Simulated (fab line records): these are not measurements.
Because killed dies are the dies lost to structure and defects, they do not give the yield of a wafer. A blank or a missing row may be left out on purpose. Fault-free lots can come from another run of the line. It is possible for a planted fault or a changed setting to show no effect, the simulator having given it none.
Split-lot experiment / flow sky130 / 23 wafers read from 5 lots, route of 708 steps

## THE SPLIT
At SKY_METAL5_SPUTTER_03 (material Ti, target thk 5 nm, time 3.3 s), the setting power_w was moved away from the recipe's 3000 W on 10 of the 23 wafers read, by -7.0% to +8.5%. All remaining wafers had this setting at the recipe value.

The reading is taken at the split's own step.

## THE READING
Ti_of_METAL5_SPUTTER_03.thk_nm (the simulator's own value, which no gauge read), in nm, at SKY_METAL5_SPUTTER_03 (material Ti, target thk 5 nm, time 3.3 s). The file gives no usual value for it. Across the 13 wafers here that went through the recipe, the average is 4.982 nm and the standard deviation 0.062 nm.

wafer=L074.2; tool, chamber at the split=pvd_sputter-04, -; power_w as run, W=2789; against the recipe=-7.0%; Ti_of_METAL5_SPUTTER_03.thk_nm, nm=4.777; against lot-mates on the recipe=-0.091
wafer=L074.3; tool, chamber at the split=pvd_sputter-04, -; power_w as run, W=2789; against the recipe=-7.0%; Ti_of_METAL5_SPUTTER_03.thk_nm, nm=4.63; against lot-mates on the recipe=-0.239
wafer=L074.4; tool, chamber at the split=pvd_sputter-04, -; power_w as run, W=3000; against the recipe=recipe; Ti_of_METAL5_SPUTTER_03.thk_nm, nm=4.877; against lot-mates on the recipe=-
wafer=L074.5; tool, chamber at the split=pvd_sputter-04, -; power_w as run, W=3000; against the recipe=recipe; Ti_of_METAL5_SPUTTER_03.thk_nm, nm=4.86; against lot-mates on the recipe=-
wafer=L074.6; tool, chamber at the split=pvd_sputter-04, -; power_w as run, W=2789; against the recipe=-7.0%; Ti_of_METAL5_SPUTTER_03.thk_nm, nm=4.694; against lot-mates on the recipe=-0.175
wafer=L078.1; tool, chamber at the split=pvd_sputter-02, -; power_w as run, W=3000; against the recipe=recipe; Ti_of_METAL5_SPUTTER_03.thk_nm, nm=5.067; against lot-mates on the recipe=-
wafer=L078.3; tool, chamber at the split=pvd_sputter-02, -; power_w as run, W=3000; against the recipe=recipe; Ti_of_METAL5_SPUTTER_03.thk_nm, nm=4.943; against lot-mates on the recipe=-
wafer=L078.4; tool, chamber at the split=pvd_sputter-02, -; power_w as run, W=3000; against the recipe=recipe; Ti_of_METAL5_SPUTTER_03.thk_nm, nm=4.988; against lot-mates on the recipe=-
wafer=L080.1; tool, chamber at the split=pvd_sputter-01, -; power_w as run, W=3000; against the recipe=recipe; Ti_of_METAL5_SPUTTER_03.thk_nm, nm=5.078; against lot-mates on the recipe=-
wafer=L080.3; tool, chamber at the split=pvd_sputter-01, -; power_w as run, W=3000; against the recipe=recipe; Ti_of_METAL5_SPUTTER_03.thk_nm, nm=4.979; against lot-mates on the recipe=-
wafer=L080.4; tool, chamber at the split=pvd_sputter-01, -; power_w as run, W=2862; against the recipe=-4.6%; Ti_of_METAL5_SPUTTER_03.thk_nm, nm=4.765; against lot-mates on the recipe=-0.245
wafer=L080.5; tool, chamber at the split=pvd_sputter-01, -; power_w as run, W=3000; against the recipe=recipe; Ti_of_METAL5_SPUTTER_03.thk_nm, nm=4.973; against lot-mates on the recipe=-
wafer=L080.6; tool, chamber at the split=pvd_sputter-01, -; power_w as run, W=2862; against the recipe=-4.6%; Ti_of_METAL5_SPUTTER_03.thk_nm, nm=4.82; against lot-mates on the recipe=-0.190
wafer=L083.1; tool, chamber at the split=pvd_sputter-01, -; power_w as run, W=3000; against the recipe=recipe; Ti_of_METAL5_SPUTTER_03.thk_nm, nm=4.98; against lot-mates on the recipe=-
wafer=L083.2; tool, chamber at the split=pvd_sputter-01, -; power_w as run, W=3000; against the recipe=recipe; Ti_of_METAL5_SPUTTER_03.thk_nm, nm=4.965; against lot-mates on the recipe=-
wafer=L083.3; tool, chamber at the split=pvd_sputter-01, -; power_w as run, W=3254; against the recipe=+8.5%; Ti_of_METAL5_SPUTTER_03.thk_nm, nm=5.394; against lot-mates on the recipe=+0.402
wafer=L083.4; tool, chamber at the split=pvd_sputter-01, -; power_w as run, W=3000; against the recipe=recipe; Ti_of_METAL5_SPUTTER_03.thk_nm, nm=5.03; against lot-mates on the recipe=-
wafer=L083.6; tool, chamber at the split=pvd_sputter-01, -; power_w as run, W=3254; against the recipe=+8.5%; Ti_of_METAL5_SPUTTER_03.thk_nm, nm=5.368; against lot-mates on the recipe=+0.376
wafer=L082.1; tool, chamber at the split=pvd_sputter-04, -; power_w as run, W=3108; against the recipe=+3.6%; Ti_of_METAL5_SPUTTER_03.thk_nm, nm=5.163; against lot-mates on the recipe=+0.148
wafer=L082.2; tool, chamber at the split=pvd_sputter-04, -; power_w as run, W=3000; against the recipe=recipe; Ti_of_METAL5_SPUTTER_03.thk_nm, nm=5.037; against lot-mates on the recipe=-
wafer=L082.3; tool, chamber at the split=pvd_sputter-04, -; power_w as run, W=3000; against the recipe=recipe; Ti_of_METAL5_SPUTTER_03.thk_nm, nm=4.993; against lot-mates on the recipe=-
wafer=L082.4; tool, chamber at the split=pvd_sputter-04, -; power_w as run, W=3108; against the recipe=+3.6%; Ti_of_METAL5_SPUTTER_03.thk_nm, nm=5.008; against lot-mates on the recipe=-0.007
wafer=L082.6; tool, chamber at the split=pvd_sputter-04, -; power_w as run, W=3108; against the recipe=+3.6%; Ti_of_METAL5_SPUTTER_03.thk_nm, nm=5.004; against lot-mates on the recipe=-0.011

THE FIT
A straight line over all 23 wafers: Ti_of_METAL5_SPUTTER_03.thk_nm changes by +0.0409 nm for each +1% of power_w; r = +0.93; the points scatter about the line by 0.069 nm.
The same after taking each lot's own level away (the mean of its wafers on the recipe; 23 wafers): +0.0338 nm for each +1%; r = +0.89; scatter 0.072 nm.
Per that fit: largest power_w move, reading shift of 0.29 nm.
Measured against the standard deviation above, the lots' own levels, which go from 4.8685 to 5.0150 nm, span 2.4 times it.
In other words, the slope is changed by the lot-to-lot level; the two fits disagree.
Check: with one of the wafers moved furthest among these (+8.5%) left out of the fit, the line predicts +0.253 nm for it against its lot-mates. Against them it came out at +0.402 nm.

## OTHER SPLITS APPLIED TO THESE WAFERS
These wafers also went through other splits before the reading. Each is held against what the fit with the lots' levels taken away leaves over:
other split on the same wafers=SKY_CAP2M_METAL_ETCH_13 bias_w; wafers away from the commonest value=9; r with Ti_of_METAL5_SPUTTER_03.thk_nm (lot level and that fit taken away)=+0.50
other split on the same wafers=SKY_VIA4_HDPCVD_00 time_s; wafers away from the commonest value=10; r with Ti_of_METAL5_SPUTTER_03.thk_nm (lot level and that fit taken away)=+0.08

## THE FILE'S OWN FIT
Ti_of_METAL5_SPUTTER_03.thk_nm changes by +0.0363 nm for each +1% of power_w, r = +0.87.
